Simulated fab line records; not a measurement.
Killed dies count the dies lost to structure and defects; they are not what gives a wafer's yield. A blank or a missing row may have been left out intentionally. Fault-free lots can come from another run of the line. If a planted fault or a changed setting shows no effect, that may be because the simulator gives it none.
fab line records	flow sky130
record lots=13	wafers=36	lastDay=50
route steps=708 shown FIELD_ISO@1 NWELL@78 VT_ADJUST_HVTP@95 VT_ADJUST_PCH@145
lots that met no fault: from a run of the same line without faults
startH: hours from the record's opening day to when the first of the lot's shown wafers began	waitH: how many hours have passed since the lot's step before this one	" same as the row above	L1.1+2: one row covering several wafers at once	- no value present, or no start provided	* or withheld: withheld	< > ~ a bound
route shown NAME@n: a module of which the file shows steps, and the number in the route of the first	usual: the fault-free wafers' mean and standard deviation	same: alike in all rows	chamber/n: place in a boat	sites: per-site readings	_std_site: the standard deviation of these	_edge_site: the outer-site mean with the inner-site mean subtracted	radiusMm: how far each site lies from the wafer's centre	mask NAME#n: copy n	behind: the last tool/chamber to shape the wafer	hold: the reason the lot was held/the length of the hold in hours/how it ended	device: whichever transistor did not switch (one of n, p or np)	end of line: the route-end tests of the same wafers	a step without rows: its recipe alone	killed: the dies lost at the first sort to structure and to defects; this is not the yield of the wafer	map: a wafer's dies, x killed, . not, _ none there
set.NAME: the setting the step ran with; set.NAME@STEP: the setting that earlier step ran with	model.NAME: the simulator's own value behind a step, which no gauge read
route steps across a sampled set of lots; one table per step, one row per wafer
services: when a tool's chamber went out of use (startH, in hours from the record's first day, below 0 if earlier), for how many hours, and the reason
## steps
# step SKY_FIELD_ISO_BOW_MEAS_00
# recipe mode=bow
# usual INCOMING_BOW=0/6.9
lot.wafer	tool	chamber	startH	waitH	INCOMING_BOW[um]
L501.1	filmMetro-02	-	10.00	-	-6
L501.2	"	-	"	"	-5
L501.3	"	-	"	"	-7
L503.2	filmMetro-01	-	20.02	-	5
L503.4	"	-	"	"	9
L503.5	"	-	"	"	2
L504.2	filmMetro-02	-	25.02	-	-20
L504.3	"	-	"	"	-1
L504.5	"	-	"	"	6
L505.2	filmMetro-02	-	30.02	-	4
L505.3	"	-	"	"	-9
L505.5	"	-	"	"	2
L507.1	filmMetro-04	-	40.00	-	-12
L507.4	"	-	"	"	6
L507.5	"	-	"	"	6
L508.2	filmMetro-04	-	45.02	-	4
L508.4	"	-	"	"	-4
L508.5	"	-	"	"	3
L509.2	filmMetro-01	-	50.02	-	2
L509.3	"	-	"	"	-11
L509.6	"	-	"	"	3
L515.1	filmMetro-01	-	80.00	-	-9
L515.4	"	-	"	"	13
L517.4	filmMetro-02	-	90.06	-	1
L517.5	"	-	"	"	6
L518.2	filmMetro-04	-	95.02	-	7
L518.4	"	-	"	"	3
L520.1	filmMetro-01	-	105.00	-	10
L520.3	"	-	"	"	0
L520.6	"	-	"	"	7
L522.2	filmMetro-04	-	115.02	-	-1
L522.4	"	-	"	"	2
L522.5	"	-	"	"	4
L524.2	filmMetro-04	-	125.02	-	8
L524.3	"	-	"	"	8
L524.4	"	-	"	"	-12
# step SKY_NWELL_STRIP_25
# recipe chemistry=O2/N2	powerW=1400	pressureMtorr=1500	platenTempC=withheld	o2FlowSccm=3000	n2FlowSccm=300	overashFraction=0.5
# usual drypumpMotorCurrentA=5.4/0.37	oesProductAu=0.723/0.0047	stripTimeToEndpointS=36.93/0.1
lot.wafer	tool	chamber	startH	waitH	drypumpMotorCurrentA	oesProductAu	rfHoursCounterH	stripTimeToEndpointS
L501.1	plasmaAsher-01	0	99.34	0.1	6.1	0.723	41	36.96
L501.2	"	1	"	"	5.0	0.727	41	37.00
L501.3	"	0	"	"	6.1	0.716	-	36.96
L503.2	plasmaAsher-01	0	117.74	0.1	6.1	0.728	43	36.70
L503.4	"	1	"	"	5.0	0.717	-	36.80
L503.5	"	1	"	"	5.0	0.724	-	36.82
L504.2	plasmaAsher-02	0	124.00	0.1	5.0	0.725	42	37.06
L504.3	"	0	"	"	5.0	0.734	-	36.99
L504.5	"	1	"	"	5.7	0.727	-	37.08
L505.2	plasmaAsher-03	1	146.34	0.1	5.2	0.720	3	36.90
L505.3	"	0	"	"	5.3	0.719	-	36.93
L505.5	"	1	"	"	5.2	0.724	-	36.88
L507.1	plasmaAsher-03	1	147.04	0.1	5.2	0.720	3	36.81
L507.4	"	0	"	"	5.3	0.720	-	36.68
L507.5	"	0	"	"	5.3	0.724	-	36.88
L508.2	plasmaAsher-03	0	155.54	0.1	5.3	0.719	4	36.98
L508.4	"	1	"	"	5.2	0.720	-	36.90
L508.5	"	0	"	"	5.3	0.727	-	36.89
L509.2	plasmaAsher-02	0	155.70	0.1	5.0	0.721	45	37.09
L509.3	"	1	"	"	5.7	0.729	-	37.03
L509.6	"	1	"	"	5.8	0.722	-	37.09
L515.1	plasmaAsher-03	0	191.84	0.1	5.3	0.712	7	36.79
L515.4	"	1	"	"	5.2	0.725	-	36.83
L517.4	plasmaAsher-02	1	201.43	0.1	5.7	0.717	-	36.86
L517.5	"	1	"	"	5.7	0.721	-	36.90
L518.2	plasmaAsher-02	1	207.84	0.1	5.8	0.719	50	36.89
L518.4	"	1	"	"	5.7	0.720	-	36.86
L520.1	plasmaAsher-02	0	222.39	0.1	5.0	0.722	52	36.92
L520.3	"	0	"	"	5.0	0.729	-	37.10
L520.6	"	0	"	"	5.1	0.727	-	36.93
L522.2	plasmaAsher-02	1	239.80	0.1	5.7	0.722	54	37.11
L522.4	"	0	"	"	5.0	0.716	-	37.04
L522.5	"	0	"	"	5.1	0.726	-	37.14
L524.2	plasmaAsher-02	1	248.09	0.1	5.8	0.720	55	36.87
L524.3	"	1	"	"	5.7	0.719	-	36.91
L524.4	"	0	"	"	5.0	0.720	-	36.90
# step SKY_VT_ADJUST_HVTP_STRIP_10
# recipe chemistry=O2/N2	powerW=1400	pressureMtorr=1500	platenTempC=withheld	o2FlowSccm=3000	n2FlowSccm=300	overashFraction=0.5
# usual drypumpMotorCurrentA=5.4/0.32	oesProductAu=0.715/0.0047	stripTimeToEndpointS=14.16/0.035
lot.wafer	tool	chamber	startH	waitH	drypumpMotorCurrentA	oesProductAu	rfHoursCounterH	stripTimeToEndpointS
L501.1	plasmaAsher-04	0	118.16	0.1	5.1	0.722	30	14.09
L501.2	"	1	"	"	5.8	0.719	30	14.10
L501.3	"	1	"	"	5.8	0.708	-	14.12
L503.2	plasmaAsher-04	1	136.83	0.1	5.8	0.718	32	14.18
L503.4	"	0	"	"	5.1	0.718	-	14.21
L503.5	"	0	"	"	5.1	0.716	-	14.23
L504.2	plasmaAsher-03	1	145.16	0.1	5.2	0.719	2	14.19
L504.3	"	1	"	"	5.2	0.716	-	14.15
L504.5	"	0	"	"	5.3	0.709	-	14.21
L505.2	plasmaAsher-03	1	167.63	0.1	5.3	0.720	5	14.12
L505.3	"	1	"	"	5.2	0.716	-	14.15
L505.5	"	1	"	"	5.2	0.711	-	14.10
L507.1	plasmaAsher-03	1	168.22	0.1	5.2	0.718	5	14.15
L507.4	"	1	"	"	5.2	0.710	-	14.16
L507.5	"	1	"	"	5.2	0.716	-	14.17
L508.2	plasmaAsher-02	1	176.92	0.1	5.7	0.711	47	14.13
L508.4	"	0	"	"	5.0	0.724	-	14.12
L508.5	"	0	"	"	5.1	0.712	-	14.15
L509.2	plasmaAsher-04	1	177.21	0.1	5.8	0.713	36	14.11
L509.3	"	1	"	"	5.9	0.714	-	14.16
L509.6	"	0	"	"	5.1	0.718	-	14.15
L515.1	plasmaAsher-04	1	214.83	0.1	5.8	0.711	40	14.18
L515.4	"	1	"	"	5.9	0.713	-	14.17
L517.4	plasmaAsher-02	1	224.51	0.1	5.7	0.716	-	14.14
L517.5	"	1	"	"	5.7	0.716	-	14.13
L518.2	plasmaAsher-02	0	231.26	0.1	5.0	0.718	53	14.21
L518.4	"	1	"	"	5.7	0.710	-	14.18
L520.1	plasmaAsher-03	1	246.56	0.1	5.3	0.721	11	14.21
L520.3	"	0	"	"	5.3	0.710	-	14.27
L520.6	"	1	"	"	5.2	0.710	-	14.25
L522.2	plasmaAsher-04	1	264.52	0.1	5.8	0.723	45	14.18
L522.4	"	0	"	"	5.1	0.713	-	14.17
L522.5	"	0	"	"	5.1	0.721	-	14.18
L524.2	plasmaAsher-04	1	272.35	0.1	5.8	0.714	46	14.18
L524.3	"	0	"	"	5.1	0.721	-	14.16
L524.4	"	1	"	"	5.9	0.708	-	14.15
# step SKY_VT_ADJUST_PCH_COAT_02
# recipe spinRpm=2000	resistThkNm=3000
# usual exhaustPa=45.1/1.1
lot.wafer	tool	chamber	startH	waitH	exhaustPa
L501.1	lithoTrack-02	0	212.41	0.1	45.8
L501.2	"	0	"	"	45.1
L501.3	"	0	"	"	45.1
L503.2	lithoTrack-01	0	235.54	0.1	44.0
L503.4	"	0	"	"	45.2
L503.5	"	0	"	"	45.4
L504.2	lithoTrack-03	0	244.05	0.1	46.5
L504.3	"	0	"	"	47.2
L504.5	"	0	"	"	45.3
L505.2	lithoTrack-02	0	268.88	0.1	45.6
L505.3	"	0	"	"	44.8
L505.5	"	0	"	"	46.3
L507.1	lithoTrack-01	0	270.41	0.1	45.9
L507.4	"	0	"	"	45.4
L507.5	"	0	"	"	46.5
L508.2	lithoTrack-01	0	280.39	0.1	42.0
L508.4	"	0	"	"	45.4
L508.5	"	0	"	"	43.6
L509.2	lithoTrack-03	0	280.45	0.1	47.5
L509.3	"	0	"	"	46.3
L509.6	"	0	"	"	46.1
L515.1	lithoTrack-01	0	324.01	0.1	45.2
L515.4	"	0	"	"	44.5
L517.4	lithoTrack-01	0	336.39	0.1	43.2
L517.5	"	0	"	"	45.5
L518.2	lithoTrack-01	0	342.94	0.1	43.8
L518.4	"	0	"	"	45.1
L520.1	lithoTrack-03	0	361.57	0.1	44.2
L520.3	"	0	"	"	44.3
L520.6	"	0	"	"	44.8
L522.2	lithoTrack-03	0	383.05	0.1	43.9
L522.4	"	0	"	"	45.2
L522.5	"	0	"	"	45.9
L524.2	lithoTrack-02	0	393.38	0.1	44.0
L524.3	"	0	"	"	44.4
L524.4	"	0	"	"	44.1
# step SKY_VT_ADJUST_PCH_STRIP_09
# recipe chemistry=O2/N2	powerW=1400	pressureMtorr=1500	platenTempC=withheld	o2FlowSccm=3000	n2FlowSccm=300	overashFraction=0.5
# usual drypumpMotorCurrentA=5.4/0.3	oesProductAu=0.723/0.0045	stripTimeToEndpointS=36.95/0.098
lot.wafer	tool	chamber	startH	waitH	drypumpMotorCurrentA	oesProductAu	rfHoursCounterH	stripTimeToEndpointS
L501.1	plasmaAsher-04	1	224.06	0.1	5.8	0.724	41	36.84
L501.2	"	0	"	"	5.1	0.709	41	36.94
L501.3	"	0	"	"	5.1	0.720	-	36.88
L503.2	plasmaAsher-03	1	247.20	0.1	5.2	0.733	11	36.87
L503.4	"	0	"	"	5.3	0.712	-	36.83
L503.5	"	0	"	"	5.3	0.725	-	36.80
L504.2	plasmaAsher-02	1	256.04	0.1	5.7	0.723	55	36.96
L504.3	"	0	"	"	5.0	0.725	-	36.86
L504.5	"	0	"	"	5.1	0.729	-	36.86
L505.2	plasmaAsher-04	0	281.31	0.1	5.1	0.716	46	36.82
L505.3	"	0	"	"	5.1	0.720	-	36.85
L505.5	"	0	"	"	5.1	0.715	-	36.90
L507.1	plasmaAsher-03	0	282.64	0.1	5.3	0.725	15	37.12
L507.4	"	1	"	"	5.2	0.728	-	36.96
L507.5	"	1	"	"	5.3	0.730	-	37.13
L508.2	plasmaAsher-04	1	293.76	0.1	5.9	0.716	47	37.14
L508.4	"	0	"	"	5.1	0.722	-	37.03
L508.5	"	1	"	"	5.8	0.730	-	37.05
L509.2	plasmaAsher-03	1	293.89	0.1	5.2	0.730	16	36.94
L509.3	"	0	"	"	5.3	0.722	-	37.00
L509.6	"	0	"	"	5.3	0.718	-	36.95
L515.1	plasmaAsher-04	1	337.65	0.1	5.8	0.720	51	37.09
L515.4	"	0	"	"	5.1	0.718	-	34.85
L517.4	plasmaAsher-04	1	350.48	0.1	5.8	0.726	-	34.60
L517.5	"	0	"	"	5.1	0.725	-	36.87
L518.2	plasmaAsher-04	1	357.39	0.1	5.8	0.724	53	34.59
L518.4	"	0	"	"	5.1	0.721	-	34.66
L520.1	plasmaAsher-03	1	376.24	0.1	5.3	0.731	24	36.87
L520.3	"	1	"	"	5.3	0.731	-	36.79
L520.6	"	0	"	"	5.3	0.716	-	36.87
L522.2	plasmaAsher-03	0	397.55	0.1	5.3	0.719	27	36.89
L522.4	"	1	"	"	5.2	0.723	-	36.95
L522.5	"	0	"	"	5.3	0.722	-	36.75
L524.2	plasmaAsher-02	0	407.90	0.1	5.0	0.726	71	36.96
L524.3	"	0	"	"	5.0	0.726	-	37.03
L524.4	"	1	"	"	5.7	0.722	-	37.07
## services
tool	chamber	startH	hours	kind
plasmaAsher-03	-	108.75	9.0	pm
plasmaAsher-03	0	108.75	9.0	ventCycle
plasmaAsher-03	1	108.75	9.0	ventCycle
plasmaAsher-03	0	117.75	-	clean
plasmaAsher-03	1	117.75	-	clean
plasmaAsher-04	-	134.99	0.9	repair
plasmaAsher-04	-	139.09	1.6	repair
plasmaAsher-03	-	184.82	1.2	repair
plasmaAsher-02	-	226.92	0.7	repair
plasmaAsher-03	-	231.71	14.6	pm
plasmaAsher-04	-	308.94	3.7	repair
plasmaAsher-01	-	354.91	8.8	repair
plasmaAsher-01	-	375.18	12.4	pm
## key
firstSign step=SKY_VT_ADJUST_PCH_STRIP_09	reading=stripTimeToEndpointS	direction=down	sigmas=23	usual=*	struck=*
effect none on later readings
metAt SKY_VT_ADJUST_PCH_COAT_02
struckLots L515,L517,L518
struckWafers L515.4,L517.4,L518.2,L518.4
testerLeftOut L515,L517,L518
notActingAt SKY_FIELD_ISO_BOW_MEAS_00,SKY_NWELL_STRIP_25,SKY_VT_ADJUST_HVTP_STRIP_10
onsetBetween 280.39 324.01
fault kind=processParameterDrift	tool=lithoTrack-01	chamber=-	onsetH=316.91	steps=SKY_VT_ADJUST_PCH_COAT_02	channel=resistThkNm	offset=-200.79	shape=step	endH=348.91	scope=struckWafersOnly	actsIn=theseRecipesOnly	stated=3000
# testerLeftOut: of these lots the tester's yield and bins aren't shown, on N5 and GAA mostly nor the transistor test; their killed dies are dies lost to structure and defects alone, not to doping, threshold or leakage, so they don't give the yield
